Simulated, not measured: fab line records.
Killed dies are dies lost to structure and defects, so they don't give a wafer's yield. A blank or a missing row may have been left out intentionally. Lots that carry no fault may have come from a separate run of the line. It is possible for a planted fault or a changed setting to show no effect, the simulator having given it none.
fab line records ; flow sky130
[record] lots = 6; wafers = 18; lastDay = 50
route steps=708 shown METAL4@622 PAD_OPEN@708
lots that met no fault: taken from a fault-free run of the same line
startH: hours from the record's first day to the start of the lot's first wafer shown ; waitH: how many hours have passed since the lot's step before this one ; " repeats the value in the row above ; L1.1+2: a single row standing in for several wafers ; - no value present, or no start provided ; * or withheld: withheld ; < > ~ a bound
route shown NAME@n: NAME is a module with steps in the file, n the number in the route of the first one ; usual: mean/standard deviation taken from wafers without a fault ; same: alike in all rows ; chamber/n: place in a boat ; sites: each site's reading ; _std_site: the standard deviation of these ; _edge_site: outer sites' mean less inner sites' ; radiusMm: for every site, how far away it sits from the centre of the wafer ; mask NAME#n: copy n ; behind: the last tool/chamber to shape the wafer ; hold: what put the lot on hold/how long, in hours/how the hold closed ; device: the n, p or np transistor that did not switch ; end of line: tests of these same wafers at the route's end ; a step without rows: its recipe alone ; killed: not the wafer's yield, but the dies lost to structure and defects at the first sort ; map: shows each die of a wafer: x if killed, . if not, _ if none is there
set.NAME: setting as actually run; set.NAME@STEP: the setting as run at that earlier step ; model.NAME: the simulator's own value behind a step, which no gauge read
certain route steps with their lots: each step a table, each wafer a row
services: the hour from which a tool's chamber was out of use, counted from the record's first day as startH (under 0 if before that day), plus the number of hours and why
[[steps]]
[step SKY_METAL4_HMDS_06]
[recipe] primeTimeS = 60; primeTempC = 120
[step SKY_METAL4_COAT_07]
[recipe] resist = BARC; tempC = withheld; timeS = withheld; spinRpm = 3000; resistThkNm = 60
[step SKY_METAL4_COAT_08]
[recipe] resist = KrF-thick; spinRpm = 3000; resistThkNm = 1140
[step SKY_METAL4_SOFTBAKE_09]
[recipe] tempC = 99.62; timeS = 90; resist = KrF-thick
[step SKY_METAL4_EXPOSE_10]
[recipe] maskId = MM4; na = 0.68; sourceShape = annular; sigmaInner = 0.4; sigmaOuter = 0.8; targetCdNm = 300; doseMj = 28
[step SKY_METAL4_PEB_11]
[recipe] pebTempC = withheld; pebTimeS = withheld; resist = KrF-thick
[step SKY_METAL4_DEVELOP_12]
[recipe] developTimeS = 60; resist = KrF-thick; devTempC = 21
[step SKY_METAL4_CD_MEAS_13]
[recipe] targetCdNm = 300
[usual] cdNm = 300.3/1.5
lot.wafer;tool;chamber;startH;waitH;cdNm
L306.2;cdSem-02;-;1009.03;-;301.6
L306.3;cdSem-02;-;1009.03;-;301.6
L306.6;cdSem-02;-;1009.03;-;301.4
L307.2;cdSem-02;-;1022.46;-;299.6
L307.3;cdSem-02;-;1022.46;-;299.4
L307.6;cdSem-02;-;1022.46;-;300.0
L315.3;cdSem-01;-;1063.38;-;300.0
L315.4;cdSem-01;-;1063.38;-;298.6
L315.5;cdSem-01;-;1063.38;-;298.5
L316.1;cdSem-02;-;1067.50;-;299.9
L316.4;cdSem-02;-;1067.50;-;300.5
L316.6;cdSem-02;-;1067.50;-;302.2
L317.3;cdSem-02;-;1075.69;-;299.9
L317.4;cdSem-02;-;1075.69;-;298.8
L317.5;cdSem-02;-;1075.69;-;300.5
L325.2;cdSem-01;-;1120.47;-;298.6
L325.3;cdSem-01;-;1120.47;-;299.0
L325.5;cdSem-01;-;1120.47;-;299.0
[step SKY_METAL4_OVL_MEAS_14]
[usual] METAL4_OVL = -3/5
lot.wafer;tool;chamber;startH;waitH;METAL4_OVL[nm]
L306.2;overlay-01;-;1009.13;0.1;-9
L306.3;overlay-01;-;1009.13;0.1;-8
L306.6;overlay-01;-;1009.13;0.1;-10
L307.2;overlay-01;-;1022.56;0.1;0
L307.3;overlay-01;-;1022.56;0.1;-3
L307.6;overlay-01;-;1022.56;0.1;0
L315.3;overlay-02;-;1063.47;0.1;2
L315.4;overlay-02;-;1063.47;0.1;3
L315.5;overlay-02;-;1063.47;0.1;-6
L316.1;overlay-02;-;1067.62;0.1;0
L316.4;overlay-02;-;1067.62;0.1;-4
L316.6;overlay-02;-;1067.62;0.1;-3
L317.3;overlay-01;-;1075.79;0.1;-5
L317.4;overlay-01;-;1075.79;0.1;0
L317.5;overlay-01;-;1075.79;0.1;5
L325.2;overlay-01;-;1120.58;0.1;-3
L325.3;overlay-01;-;1120.58;0.1;-2
L325.5;overlay-01;-;1120.58;0.1;-12
[step SKY_METAL4_DESCUM_15]
[recipe] chemistry = O2; sourcePowerW = 150; biasPowerW = 0; pressureMtorr = 10; tempC = 40; timeS = 8
[usual] chamberPressureMTorr = 10.001/0.01; drypumpMotorCurrentA = 5.7/0.36; oesProductAu = 1.000/0.0081; tempC = 40.01/0.12
lot.wafer;tool;chamber;startH;waitH;chamberPressureMTorr;drypumpMotorCurrentA;oesProductAu;rfHoursCounterH;tempC
L306.2;rieMetal-01;1;1009.16;0.0;10.020;5.7;0.993;4;40.06
L306.3;rieMetal-01;0;1009.16;0.0;10.002;6.3;0.996;-;39.92
L306.6;rieMetal-01;1;1009.16;0.0;9.998;5.7;1.003;-;40.07
L307.2;rieMetal-01;0;1022.59;0.0;9.994;6.3;1.009;20;40.10
L307.3;rieMetal-01;0;1022.59;0.0;9.995;6.3;0.995;-;40.06
L307.6;rieMetal-01;1;1022.59;0.0;10.009;5.7;1.006;-;40.02
L315.3;rieMetal-04;1;1063.50;0.0;9.993;5.7;0.998;-;40.01
L315.4;rieMetal-04;0;1063.50;0.0;9.980;6.0;1.001;-;40.22
L315.5;rieMetal-04;1;1063.50;0.0;9.998;5.7;1.010;-;40.01
L316.1;rieMetal-04;0;1067.66;0.0;9.990;5.9;1.002;15;40.07
L316.4;rieMetal-04;0;1067.66;0.0;10.006;5.9;0.988;-;40.06
L316.6;rieMetal-04;1;1067.66;0.0;10.014;5.7;1.009;-;39.91
L317.3;rieMetal-02;0;1075.82;0.0;10.006;5.1;0.986;-;40.19
L317.4;rieMetal-02;1;1075.82;0.0;9.999;5.6;0.988;-;39.84
L317.5;rieMetal-02;0;1075.82;0.0;10.010;5.0;1.006;-;39.89
L325.2;rieMetal-02;1;1120.61;0.0;9.994;5.7;0.992;21;40.13
L325.3;rieMetal-02;1;1120.61;0.0;9.991;5.6;0.998;-;40.03
L325.5;rieMetal-02;1;1120.61;0.0;9.999;5.6;0.988;-;40.20
[step SKY_METAL4_ETCH_16]
[recipe] chemistry = N2/H2; target = BARC; ionEnergyEv = 200; biasW = 100; pressureMtorr = 30; n2FlowSccm = 100; h2FlowSccm = 200; icpW = 500; stopOn = SiO2; timeS = 88.2; targetDepthA = 600
[usual] chamberPressureMTorr = 30.002/0.028; drypumpMotorCurrentA = 5.7/0.37; oesProductAu = 0.626/0.0043; throttleValvePct = 13.205/0.0085
lot.wafer;tool;chamber;startH;waitH;chamberPressureMTorr;drypumpMotorCurrentA;oesProductAu;rfHoursCounterH;throttleValvePct
L306.2;rieMetal-01;1;1009.19;0.0;30.004;5.7;0.626;4;13.209
L306.3;rieMetal-01;0;1009.19;0.0;29.980;6.3;0.628;-;13.202
L306.6;rieMetal-01;1;1009.19;0.0;30.036;5.7;0.624;-;13.216
L307.2;rieMetal-01;0;1022.62;0.0;30.013;6.3;0.631;20;13.197
L307.3;rieMetal-01;0;1022.62;0.0;29.961;6.3;0.625;-;13.202
L307.6;rieMetal-01;1;1022.62;0.0;30.009;5.7;0.631;-;13.205
L315.3;rieMetal-04;1;1063.56;0.0;30.007;5.7;0.625;-;13.214
L315.4;rieMetal-04;0;1063.56;0.0;29.988;6.0;0.621;-;13.204
L315.5;rieMetal-04;1;1063.56;0.0;29.994;5.7;0.633;-;13.205
L316.1;rieMetal-04;0;1067.69;0.0;29.992;6.0;0.635;15;13.198
L316.4;rieMetal-04;0;1067.69;0.0;29.960;5.9;0.624;-;13.202
L316.6;rieMetal-04;1;1067.69;0.0;30.046;5.7;0.624;-;13.208
L317.3;rieMetal-02;0;1075.87;0.0;30.033;5.1;0.624;-;13.206
L317.4;rieMetal-02;1;1075.87;0.0;29.997;5.6;0.627;-;13.215
L317.5;rieMetal-02;0;1075.87;0.0;30.061;5.1;0.629;-;13.195
L325.2;rieMetal-02;1;1120.64;0.0;30.024;5.6;0.625;21;13.211
L325.3;rieMetal-02;1;1120.64;0.0;29.942;5.7;0.630;-;13.209
L325.5;rieMetal-02;1;1120.64;0.0;29.983;5.7;0.628;-;13.193
[step SKY_METAL4_ETCH_17]
[recipe] target = SiO2; stopOn = TiN; chemistry = C4F8/O2/Ar; sourceW = 1500; biasW = 1200; pressureMtorr = 40; c4f8FlowSccm = withheld; O2_flow_sccm = 6; Ar_flow_sccm = 300; timeS = 3.9; targetDepthA = 150
[usual] chamberPressureMTorr = 40.00/0.039; oesProductAu = 0.751/0.0067
lot.wafer;tool;chamber;startH;waitH;chamberPressureMTorr;oesProductAu
L306.2;rieDiel-04;0;1009.29;0.1;39.99;0.752
L306.3;rieDiel-04;1;1009.29;0.1;40.02;0.757
L306.6;rieDiel-04;2;1009.29;0.1;39.99;0.751
L307.2;rieDiel-01;0;1022.72;0.1;40.03;0.754
L307.3;rieDiel-01;2;1022.72;0.1;39.93;0.742
L307.6;rieDiel-01;2;1022.72;0.1;39.98;0.761
L315.3;rieDiel-01;0;1063.62;0.0;39.96;0.740
L315.4;rieDiel-01;1;1063.62;0.0;39.95;0.753
L315.5;rieDiel-01;0;1063.62;0.0;39.93;0.762
L316.1;rieDiel-02;1;1067.79;0.1;40.02;0.749
L316.4;rieDiel-02;2;1067.79;0.1;39.97;0.754
L316.6;rieDiel-02;2;1067.79;0.1;40.04;0.751
L317.3;rieDiel-04;3;1075.94;0.0;39.97;0.735
L317.4;rieDiel-04;1;1075.94;0.0;39.99;0.751
L317.5;rieDiel-04;1;1075.94;0.0;39.96;0.745
L325.2;rieDiel-04;1;1120.74;0.1;39.98;0.738
L325.3;rieDiel-04;3;1120.74;0.1;39.96;0.739
L325.5;rieDiel-04;1;1120.74;0.1;40.04;0.757
[step SKY_METAL4_METAL_ETCH_18]
[recipe] targetDepthA = 8450; stopOn = SiO2; overEtchFrac = 0.3; timeS = 183.1; chemistry = Cl2/BCl3; resistSidewallDeg = 88; pressureMtorr = 10; icpW = 900; biasW = 48.5; Cl2_flow_sccm = 60; bcl3FlowSccm = 30
[usual] chamberPressureMTorr = 10.000/0.0077; drypumpMotorCurrentA = 5.6/0.36; oesProductAu = 0.865/0.0063; overEtchFrac = 0.3/0; throttleValvePct = 22.264/0.0089
lot.wafer;tool;chamber;startH;waitH;chamberPressureMTorr;drypumpMotorCurrentA;oesProductAu;overEtchFrac;rfHoursCounterH;throttleValvePct;model.KrF-thick_of_METAL4_COAT_08.thkNm;model.SiO2_of_VIA3_HDPCVD_00.thkNm
L306.2;rieMetal-02;1;1009.31;0.0;9.998;5.6;0.862;0.3;12;22.280;528.2;436.4
L306.3;rieMetal-02;0;1009.31;0.0;10.008;5.1;0.866;0.3;-;22.262;523.2;434.1
L306.6;rieMetal-02;0;1009.31;0.0;10.000;5.0;0.858;0.3;-;22.263;524.6;435
L307.2;rieMetal-01;1;1022.74;0.0;10.006;5.7;0.857;0.3;5;22.257;520.4;435.4
L307.3;rieMetal-01;0;1022.74;0.0;10.008;6.3;0.862;0.3;-;22.274;529.4;432.6
L307.6;rieMetal-01;0;1022.74;0.0;9.986;6.3;0.861;0.3;-;22.259;527.1;433.2
L315.3;rieMetal-02;1;1063.70;0.1;10.001;5.6;0.870;0.3;-;22.269;524;433.3
L315.4;rieMetal-02;0;1063.70;0.1;9.991;5.1;0.807;0.46144;-;22.292;462.3;430
L315.5;rieMetal-02;1;1063.70;0.1;9.995;5.6;0.812;0.46144;-;22.264;455.3;430.6
L316.1;rieMetal-02;0;1067.81;0.0;9.995;5.0;0.872;0.3;23;22.270;529.8;435.6
L316.4;rieMetal-02;1;1067.81;0.0;10.014;5.7;0.811;0.46144;-;22.260;465.3;430.4
L316.6;rieMetal-02;0;1067.81;0.0;9.996;5.0;0.872;0.3;-;22.279;534.4;433.9
L317.3;rieMetal-01;1;1076.02;0.1;10.009;5.7;0.870;0.3;-;22.285;527.2;434.3
L317.4;rieMetal-01;0;1076.02;0.1;9.999;6.3;0.870;0.3;-;22.261;536.4;436.2
L317.5;rieMetal-01;0;1076.02;0.1;9.985;6.3;0.864;0.3;-;22.276;540.1;434.2
L325.2;rieMetal-01;1;1120.76;0.0;9.998;5.7;0.861;0.3;14;22.259;522.2;433.7
L325.3;rieMetal-01;1;1120.76;0.0;10.003;5.7;0.865;0.3;-;22.265;525.7;435.9
L325.5;rieMetal-01;1;1120.76;0.0;9.988;5.7;0.869;0.3;-;22.253;520;434.2
[step SKY_METAL4_STRIP_19]
[recipe] chemistry = O2/N2; powerW = 1400; pressureMtorr = 1500; platenTempC = withheld; o2FlowSccm = 3000; n2FlowSccm = 300; overashFraction = 0.5
[usual] chamberPressureMTorr = 1500.1/1.5; drypumpMotorCurrentA = 5.8/0.52; oesProductAu = 0.502/0.005; stripTimeToEndpointS = 6.51/0.059
lot.wafer;tool;chamber;startH;waitH;chamberPressureMTorr;drypumpMotorCurrentA;oesProductAu;rfHoursCounterH;stripTimeToEndpointS
L306.2;plasmaAsher-03;1;1009.49;0.1;1499.5;6.2;0.506;60;6.54
L306.3;plasmaAsher-03;0;1009.49;0.1;1501.2;5.9;0.502;-;6.51
L306.6;plasmaAsher-03;0;1009.49;0.1;1497.6;5.9;0.502;-;6.52
L307.2;plasmaAsher-03;0;1022.92;0.1;1502.2;5.9;0.497;61;6.47
L307.3;plasmaAsher-03;1;1022.92;0.1;1500.9;6.2;0.507;-;6.56
L307.6;plasmaAsher-03;1;1022.92;0.1;1497.2;6.2;0.500;-;6.54
L315.3;plasmaAsher-03;1;1063.85;0.1;1500.6;6.2;0.496;-;6.50
L315.4;plasmaAsher-03;0;1063.85;0.1;1500.6;5.9;0.478;-;5.89
L315.5;plasmaAsher-03;1;1063.85;0.1;1501.3;6.2;0.473;-;5.81
L316.1;plasmaAsher-01;1;1067.99;0.1;1500.3;6.2;0.500;0;6.56
L316.4;plasmaAsher-01;1;1067.99;0.1;1500.5;6.3;0.474;-;5.91
L316.6;plasmaAsher-01;1;1067.99;0.1;1498.6;6.3;0.512;-;6.60
L317.3;plasmaAsher-02;1;1076.17;0.1;1500.1;4.9;0.501;-;6.55
L317.4;plasmaAsher-02;0;1076.17;0.1;1501.1;5.5;0.503;-;6.63
L317.5;plasmaAsher-02;0;1076.17;0.1;1500.1;5.5;0.509;-;6.67
L325.2;plasmaAsher-03;0;1120.94;0.1;1497.7;5.9;0.500;72;6.50
L325.3;plasmaAsher-03;0;1120.94;0.1;1499.9;5.9;0.506;-;6.52
L325.5;plasmaAsher-03;0;1120.94;0.1;1500.4;5.9;0.499;-;6.48
[step SKY_METAL4_STRIP_20]
[recipe] chemistry = postEtchResidueRemover; timeS = 1200; tempC = 72.5
[step SKY_PAD_OPEN_PROBE_99]
[usual] defectLimitedYield = 82.3/2; killed_at_M0_to_M3 = 44/7.8; killed_at_M4_up = 2.9/1.7; killedAtContacts = 24/5.4; killedAtFrontEnd = 15/4.5; killedAtOther = 0.3/0.55; killedDies = 87/10; killedOpen = 48/7.4; killedShort = 39/5.9; sort_bin_3_pad_short = 0.9/0.42; sort_bin_5_function = 10.4/1.5; sort_bin_6_memory = 6.4/1.2; sortNPass = 405/10; sortYieldPct = 82.3/2
[same] grossDies = 492; killedAtBackSide = 0; sort_bin_4_leakage[%] = 0; sort_bin_8_speed[%] = 0
lot.wafer;tool;chamber;startH;waitH;defectLimitedYield[%];killed_at_M0_to_M3;killed_at_M4_up;killedAtContacts;killedAtFrontEnd;killedAtOther;killedDies;killedOpen;killedShort;sort_bin_3_pad_short[%];sort_bin_5_function[%];sort_bin_6_memory[%];sortNPass;sortYieldPct[%]
L306.2;prober-02;-;1100.56;0.1;79.5;56;4;27;14;0;101;55;46;0.8;12.4;7.3;391;79.5
L306.3;prober-02;-;1100.61;0.2;80.7;55;4;18;17;1;95;50;45;1.4;9.6;8.3;397;80.7
L306.6;prober-02;-;1100.76;0.2;81.1;60;2;17;14;0;93;48;45;1.4;9.6;7.9;399;81.1
L307.2;prober-01;-;1114.52;0.1;80.7;36;2;34;21;2;95;48;47;1.0;11.8;6.5;397;80.7
L307.3;prober-01;-;1114.57;0.2;82.1;40;2;21;25;0;88;43;45;1.0;10.8;6.1;404;82.1
L307.6;prober-01;-;1114.72;0.2;81.3;35;3;29;25;0;92;51;41;1.2;11.0;6.5;400;81.3
L316.1;prober-01;-;1152.32;0.1;83.9;53;0;16;10;0;79;45;34;0.6;8.5;6.9;413;83.9
L316.4;prober-01;-;1152.47;0.2;83.9;51;1;16;10;1;79;41;38;1.2;9.3;5.5;413;83.9
L316.6;prober-01;-;1152.57;0.2;79.3;54;1;26;19;2;102;63;39;1.0;12.4;7.3;390;79.3
L325.2;prober-01;-;1195.91;0.1;84.3;42;5;17;13;0;77;45;32;0.2;8.9;6.5;415;84.3
L325.3;prober-01;-;1195.96;0.2;80.7;58;4;19;13;1;95;53;42;1.2;11.6;6.5;397;80.7
L325.5;prober-01;-;1196.06;0.2;79.7;51;6;24;19;0;100;59;41;1.0;10.6;8.7;392;79.7
// killed by level:class
L306.2 VIA1:geometricParticle:open=14 LI_CONTACT:geometricParticle:open=13 VIA2:geometricParticle:open=9 VIA1:geometricParticle:short=7 CONTACT:geometricParticle:open=6 CONTACT:geometricParticle:short=6 METAL1:geometricParticle:short=6 METAL2:geometricParticle:short=5
L306.3 VIA1:geometricParticle:open=14 METAL1:geometricParticle:short=8 VIA3:geometricParticle:open=7 CONTACT:geometricParticle:open=7 LI_CONTACT:geometricParticle:open=5 VIA3:geometricParticle:short=5 FIELD_ISO:geometricParticle:short=4 VIA2:geometricParticle:short=4
L306.6 VIA1:geometricParticle:open=15 VIA3:geometricParticle:open=10 METAL2:geometricParticle:short=9 VIA1:geometricParticle:short=7 FIELD_ISO:geometricParticle:short=5 VIA2:geometricParticle:open=5 LOCAL_INTERCONNECT:geometricParticle:short=4 CONTACT:geometricParticle:open=4
L307.2 CONTACT:geometricParticle:open=10 FIELD_ISO:geometricParticle:open=8 LOCAL_INTERCONNECT:geometricParticle:short=8 CONTACT:geometricParticle:short=8 METAL1:geometricParticle:short=6 VIA1:geometricParticle:open=6 VIA1:geometricParticle:short=6 LI_CONTACT:geometricParticle:open=5
L307.3 VIA1:geometricParticle:open=11 POLY_GATE:geometricParticle:short=9 CONTACT:geometricParticle:open=9 FIELD_ISO:geometricParticle:short=5 VIA1:geometricParticle:short=5 METAL2:geometricParticle:short=5 VIA3:geometricParticle:open=5 LOCAL_INTERCONNECT:geometricParticle:short=4
L307.6 VIA1:geometricParticle:open=10 LI_CONTACT:geometricParticle:open=9 POLY_GATE:geometricParticle:open=8 CONTACT:geometricParticle:open=7 CONTACT:geometricParticle:short=6 METAL1:geometricParticle:short=6 FIELD_ISO:geometricParticle:short=5 FIELD_ISO:geometricParticle:open=5
L316.1 VIA1:geometricParticle:open=17 METAL1:geometricParticle:short=7 LI_CONTACT:geometricParticle:open=6 CONTACT:geometricParticle:open=6 VIA1:geometricParticle:short=6 METAL2:geometricParticle:short=6 VIA2:geometricParticle:open=5 FIELD_ISO:geometricParticle:short=3
L316.4 VIA1:geometricParticle:open=13 METAL1:geometricParticle:short=8 VIA2:geometricParticle:open=7 VIA1:geometricParticle:short=6 FIELD_ISO:geometricParticle:short=3 FIELD_ISO:geometricParticle:open=3 LI_CONTACT:geometricParticle:short=3 LI_CONTACT:geometricParticle:open=3
L316.6 VIA1:geometricParticle:open=13 CONTACT:geometricParticle:open=11 VIA3:geometricParticle:open=11 LI_CONTACT:geometricParticle:open=9 METAL1:geometricParticle:short=8 FIELD_ISO:geometricParticle:short=7 VIA1:geometricParticle:short=6 VIA2:geometricParticle:short=5
L325.2 VIA2:geometricParticle:open=9 VIA3:geometricParticle:open=9 LI_CONTACT:geometricParticle:open=6 VIA1:geometricParticle:open=5 CONTACT:geometricParticle:open=5 METAL2:geometricParticle:short=5 FIELD_ISO:geometricParticle:short=4 METAL4:geometricParticle:short=4
L325.3 VIA1:geometricParticle:open=10 CONTACT:geometricParticle:open=8 VIA2:geometricParticle:open=8 METAL1:geometricParticle:short=7 FIELD_ISO:geometricParticle:open=6 VIA3:geometricParticle:open=6 VIA2:geometricParticle:short=6 LI_CONTACT:geometricParticle:open=4
L325.5 VIA2:geometricParticle:open=12 VIA3:geometricParticle:open=11 LI_CONTACT:geometricParticle:open=8 CONTACT:geometricParticle:open=8 VIA1:geometricParticle:open=7 FIELD_ISO:geometricParticle:open=5 POLY_GATE:geometricParticle:short=5 FIELD_ISO:geometricParticle:short=5
[[services]]
tool;chamber;startH;hours;kind
rieMetal-04;-;989.14;4.4;repair
rieDiel-01;-;1002.27;4.0;pm
rieMetal-04;-;1002.80;28.1;pm
rieMetal-01;-;1012.46;1.7;repair
rieDiel-04;1;1018.23;3.6;repair
rieDiel-02;-;1020.69;0.6;repair
rieDiel-02;-;1041.94;0.3;repair
plasmaAsher-01;-;1055.25;9.0;pm
plasmaAsher-01;0;1055.25;9.0;ventCycle
plasmaAsher-01;1;1055.25;9.0;ventCycle
rieDiel-01;2;1064.25;1.5;repair
plasmaAsher-01;0;1064.25;-;clean
plasmaAsher-01;1;1064.25;-;clean
rieDiel-04;-;1078.43;0.2;repair
rieMetal-01;-;1088.94;0.7;repair
rieMetal-01;0;1096.44;-;clean
rieMetal-01;0;1096.44;22.6;scheduledDown
rieMetal-01;0;1096.44;22.6;ventCycle
rieDiel-02;-;1110.61;14.6;pm
[[key]]
[firstSign] step = SKY_METAL4_METAL_ETCH_18; reading = overEtchFrac; direction = up; sigmas = 99+; usual = 0.3; struck = 0.46144
[effect] step = SKY_METAL4_METAL_ETCH_18; reading = oesProductAu; direction = down; sigmas = 8.9; usual = 0.865; struck = 0.810
[effect] step = SKY_METAL4_STRIP_19; reading = stripTimeToEndpointS; direction = down; sigmas = 11; usual = *; struck = *
[modelEffect] step = SKY_METAL4_METAL_ETCH_18; value = KrF-thick_of_METAL4_COAT_08.thkNm; without = 529.3; struck = 460.9
metAt SKY_METAL4_METAL_ETCH_18
struckWafers L315.4,L315.5,L316.4
onsetBetween 1009.31 1063.70
[fault] kind = processParameterDrift; tool = rieMetal-02; chamber = -; onsetH = 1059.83; steps = SKY_METAL4_METAL_ETCH_18; channel = overEtchFrac; offset = 0.16144; shape = step; endH = 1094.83; scope = struckWafersOnly; actsIn = theseRecipesOnly; stated = 0.3
